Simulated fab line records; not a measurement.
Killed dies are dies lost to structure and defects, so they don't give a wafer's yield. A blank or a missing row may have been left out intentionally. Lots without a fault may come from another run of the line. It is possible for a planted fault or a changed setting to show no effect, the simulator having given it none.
Which tool was responsible? | flow sky130 | 30 wafers from 10 lots sampled at 7 of the route's 708 steps

== WHAT THE GAUGES SHOWED, per wafer ==
SKY_RES_XHIGH_TW_MEAS_09. Usual: RES_XHIGH_TW gives 1634 (standard deviation 11).
lot  | measured     | on            | RES_XHIGH_TW   | flag
L620 | day 26 11:11 | film_metro-04 | 1640 1643 1643 |
L622 | day 27 18:36 | film_metro-02 | 1629 1640 1625 |
L623 | day 27 18:08 | film_metro-02 | 1636 1636 1635 |
L625 | day 28 08:30 | film_metro-03 | 1616 1616 1616 |
L630 | day 30 06:05 | film_metro-02 | 1626 1625 1625 |
L632 | day 30 22:23 | film_metro-02 | 1628 1621 1623 |
L633 | day 32 20:50 | film_metro-04 | 2011 2016 2021 | OFF
L638 | day 32 21:22 | film_metro-04 | 1640 1638 1641 |
L640 | day 33 14:18 | film_metro-02 | 1993 1991 1991 | OFF
L643 | day 34 20:21 | film_metro-02 | 2004 1994 2005 | OFF

SKY_SD_N_OVL_MEAS_08. Usual: SD_N_OVL gives 0.9 nm (standard deviation 1.4).
lot  | measured     | on         | SD_N_OVL (nm) | flag
L620 | day 27 15:36 | overlay-01 | -0.4 0.4 1.8  |
L622 | day 28 22:46 | overlay-01 | 2.0 0.6 -0.4  |
L623 | day 28 22:09 | overlay-01 | -0.7 0.1 -0.8 |
L625 | day 29 12:46 | overlay-01 | 0.7 3.3 2.8   |
L630 | day 31 09:28 | overlay-02 | 0.0 0.7 1.8   |
L632 | day 32 01:48 | overlay-02 | 2.3 -0.9 1.1  |
L633 | day 33 22:30 | overlay-01 | 1.3 -0.5 0.7  |
L638 | day 34 00:08 | overlay-02 | 0.7 -1.2 0.1  |
L640 | day 34 17:03 | overlay-02 | 1.6 1.2 0.3   |
L643 | day 35 22:52 | overlay-01 | 2.2 2.7 2.1   |

SKY_SD_N_RS_MEAS_18: the measuring method here is four-point-probe. Usual: RES_XHIGH_RS gives 332.8 ohm/sq (standard deviation 1.3).
lot  | measured     | on            | RES_XHIGH_RS (ohm/sq) | flag
L620 | day 27 16:35 | film_metro-04 | 334.6 333.0 334.2     |
L622 | day 28 23:45 | film_metro-03 | 333.5 332.9 332.7     |
L623 | day 28 23:08 | film_metro-04 | 333.0 333.0 333.3     |
L625 | day 29 13:43 | film_metro-04 | 333.7 332.1 333.0     |
L630 | day 31 10:26 | film_metro-02 | 332.3 332.8 331.8     |
L632 | day 32 02:46 | film_metro-02 | 332.2 333.3 331.2     |
L633 | day 33 23:29 | film_metro-04 | 203.7 203.5 203.6     | OFF
L638 | day 34 01:11 | film_metro-04 | 332.4 333.1 333.3     |
L640 | day 34 18:10 | film_metro-02 | 204.0 203.7 203.7     | OFF
L643 | day 35 23:53 | film_metro-02 | 203.6 203.9 203.5     | OFF

== WHAT TOOL EACH LOT RAN ON (gives the tool, then ch and the chambers of the sampled wafers, and finally the start) ==
lot  | SKY_LDD_LDN_STRIP_12                 | SKY_POLY_CUT_ETCH_10               | SKY_RES_XHIGH_IMPLANT_07        | SKY_RES_XHIGH_STRIP_08
L620 | plasma_asher-01 ch 0,1, day 22 15:58 | rie_diel-02 ch 0,1,2, day 24 00:17 | implanter-04 ch 0, day 26 10:57 | plasma_asher-03 ch 0,1, day 26 11:05
L622 | plasma_asher-02 ch 0,1, day 23 13:19 | rie_diel-04 ch 0,3, day 25 08:19   | implanter-04 ch 0, day 27 18:21 | plasma_asher-03 ch 0,1, day 27 18:30
L623 | plasma_asher-04 ch 0,1, day 23 21:59 | rie_diel-04 ch 2,3, day 25 07:44   | implanter-01 ch 0, day 27 17:54 | plasma_asher-01 ch 0,1, day 27 18:02
L625 | plasma_asher-04 ch 0,1, day 24 16:43 | rie_diel-04 ch 1,2, day 25 23:17   | implanter-02 ch 0, day 28 08:15 | plasma_asher-02 ch 0,1, day 28 08:24
L630 | plasma_asher-02 ch 0,1, day 26 11:56 | rie_diel-04 ch 0,3, day 27 20:05   | implanter-04 ch 0, day 30 05:50 | plasma_asher-02 ch 0,1, day 30 05:59
L632 | plasma_asher-02 ch 0,1, day 27 08:55 | rie_diel-01 ch 0,1, day 28 14:50   | implanter-02 ch 0, day 30 22:08 | plasma_asher-03 ch 0,1, day 30 22:17
L633 | plasma_asher-01 ch 0,1, day 29 05:08 | rie_diel-01 ch 0,2,3, day 30 12:32 | implanter-01 ch 0, day 32 20:17 | plasma_asher-03 ch 0,1, day 32 20:43
L638 | plasma_asher-01 ch 0,1, day 29 06:42 | rie_diel-04 ch 1,2,3, day 30 12:53 | implanter-04 ch 0, day 32 21:09 | plasma_asher-02 ch 0,1, day 32 21:16
L640 | plasma_asher-01 ch 0, day 30 01:56   | rie_diel-02 ch 2,3, day 31 07:05   | implanter-02 ch 0, day 33 13:44 | plasma_asher-01 ch 0,1, day 33 14:12
L643 | plasma_asher-04 ch 0,1, day 31 09:31 | rie_diel-01 ch 0,2, day 32 15:27   | implanter-04 ch 0, day 34 19:47 | plasma_asher-03 ch 0,1, day 34 20:15
- SKY_LDD_LDN_STRIP_12: strips in O2/N2.
- SKY_POLY_CUT_ETCH_10: etches BARC in N2/H2, stops on SiO2, time 45.9 s, target depth 60 nm.
- SKY_RES_XHIGH_IMPLANT_07
- SKY_RES_XHIGH_STRIP_08: strips in O2/N2.

== AS READ BY THE TOOLS THEMSELVES (means over the sampled wafers that have a number; for cases with no such wafer, the mark the record gives instead) ==
SKY_LDD_LDN_STRIP_12. Usual: drypump_motor_current_A 5.8 A, standard deviation 0.46; oes_product_au 0.716 a.u., standard deviation 0.0047; strip_time_to_endpoint_s 14.19 s, standard deviation 0.041.
lot  | tool            | drypump_motor_current_A (A) | oes_product_au (a.u.) | strip_time_to_endpoint_s (s) | flag
L620 | plasma_asher-01 | 5.7                         | 0.714                 | 14.20                        |
L622 | plasma_asher-02 | 5.3                         | 0.716                 | 14.07                        |
L623 | plasma_asher-04 | 6.2                         | 0.720                 | 14.20                        |
L625 | plasma_asher-04 | 6.2                         | 0.715                 | 14.15                        |
L630 | plasma_asher-02 | 5.4                         | 0.720                 | 14.20                        |
L632 | plasma_asher-02 | 5.4                         | 0.710                 | 14.18                        |
L633 | plasma_asher-01 | 5.6                         | 0.718                 | 14.17                        |
L638 | plasma_asher-01 | 5.6                         | 0.714                 | 14.18                        |
L640 | plasma_asher-01 | 5.4                         | 0.711                 | 14.26                        |
L643 | plasma_asher-04 | 6.2                         | 0.714                 | 14.18                        |

SKY_POLY_CUT_ETCH_10. Usual: drypump_motor_current_A 5.8 A, standard deviation 0.51; oes_product_au 0.855 a.u., standard deviation 0.0049; rf_fwd_power_W 494.8 W, standard deviation 2.2; throttle_valve_pct 13.225 %, standard deviation 0.0089.
lot  | tool        | drypump_motor_current_A (A) | oes_product_au (a.u.) | rf_fwd_power_W (W) | throttle_valve_pct (%) | flag
L620 | rie_diel-02 | 5.3                         | 0.858                 | 495.7              | 13.231                 |
L622 | rie_diel-04 | 5.9                         | 0.849                 | 495.0              | 13.222                 |
L623 | rie_diel-04 | 6.5                         | 0.858                 | 496.5              | 13.232                 |
L625 | rie_diel-04 | 5.9                         | 0.855                 | 494.5              | 13.230                 |
L630 | rie_diel-04 | 5.9                         | 0.852                 | 496.1              | 13.236                 |
L632 | rie_diel-01 | 5.9                         | 0.859                 | 493.9              | 13.235                 |
L633 | rie_diel-01 | 6.0                         | 0.856                 | 493.0              | 13.216                 |
L638 | rie_diel-04 | 6.1                         | 0.850                 | 496.3              | 13.231                 |
L640 | rie_diel-02 | 5.3                         | 0.853                 | 497.1              | 13.229                 |
L643 | rie_diel-01 | 6.0                         | 0.857                 | 495.8              | 13.223                 |

SKY_RES_XHIGH_IMPLANT_07. Usual: 20.000 for beam_energy_keV, sd 0.0058.
lot  | tool         | beam_energy_keV | flag
L620 | implanter-04 | 19.999          |
L622 | implanter-04 | 19.997          |
L623 | implanter-01 | 20.002          |
L625 | implanter-02 | 19.998          |
L630 | implanter-04 | 20.004          |
L632 | implanter-02 | 20.002          |
L633 | implanter-01 | 20.005          |
L638 | implanter-04 | 19.989          |
L640 | implanter-02 | 20.003          |
L643 | implanter-04 | 20.000          |

SKY_RES_XHIGH_STRIP_08. Usual: drypump_motor_current_A 5.9 A, standard deviation 0.54; oes_product_au 0.712 a.u., standard deviation 0.0043; strip_time_to_endpoint_s 14.30 s, standard deviation 0.04.
lot  | tool            | drypump_motor_current_A (A) | oes_product_au (a.u.) | strip_time_to_endpoint_s (s) | flag
L620 | plasma_asher-03 | 6.3                         | 0.711                 | 14.33                        |
L622 | plasma_asher-03 | 6.3                         | 0.711                 | 14.26                        |
L623 | plasma_asher-01 | 5.7                         | 0.712                 | 14.29                        |
L625 | plasma_asher-02 | 5.8                         | 0.712                 | 14.28                        |
L630 | plasma_asher-02 | 5.8                         | 0.712                 | 14.26                        |
L632 | plasma_asher-03 | 6.1                         | 0.714                 | 14.36                        |
L633 | plasma_asher-03 | 6.3                         | 0.691                 | 15.13                        | OFF
L638 | plasma_asher-02 | 5.4                         | 0.710                 | 14.31                        |
L640 | plasma_asher-01 | 5.6                         | 0.686                 | 15.08                        | OFF
L643 | plasma_asher-03 | 6.1                         | 0.683                 | 15.03                        | OFF

== THE ANSWER, worked out from the rows above alone ==
Rule: a lot counts as off when the mean over its wafers that have a number is more than 3 standard deviations away from the usual mean. Also off: a lot with no number at a reading for which 4 or more lots have one. Where the step has rows for the other lots, those lots are counted as sound. Order of review: gauges by route order, followed by the tools' own readings, for which a lot's mean as printed above is used. At the first step where some lot is off, the reading lying furthest off is the one used; lots without a number count as furthest.
Off: L633, L640, L643, at SKY_RES_XHIGH_TW_MEAS_09 (RES_XHIGH_TW).
If a tool, at a process step before that reading, ran all the lots that are off and no sound lot after the first of them, it fits. The gauges at SKY_RES_XHIGH_TW_MEAS_09 aren't tried: what is off there is off at SKY_RES_XHIGH_STRIP_08 too, on other tools, and a gauge's error can't cause that. Not one of the candidates tried fits.

== WHAT THE SIMULATOR HAD INSERTED ==
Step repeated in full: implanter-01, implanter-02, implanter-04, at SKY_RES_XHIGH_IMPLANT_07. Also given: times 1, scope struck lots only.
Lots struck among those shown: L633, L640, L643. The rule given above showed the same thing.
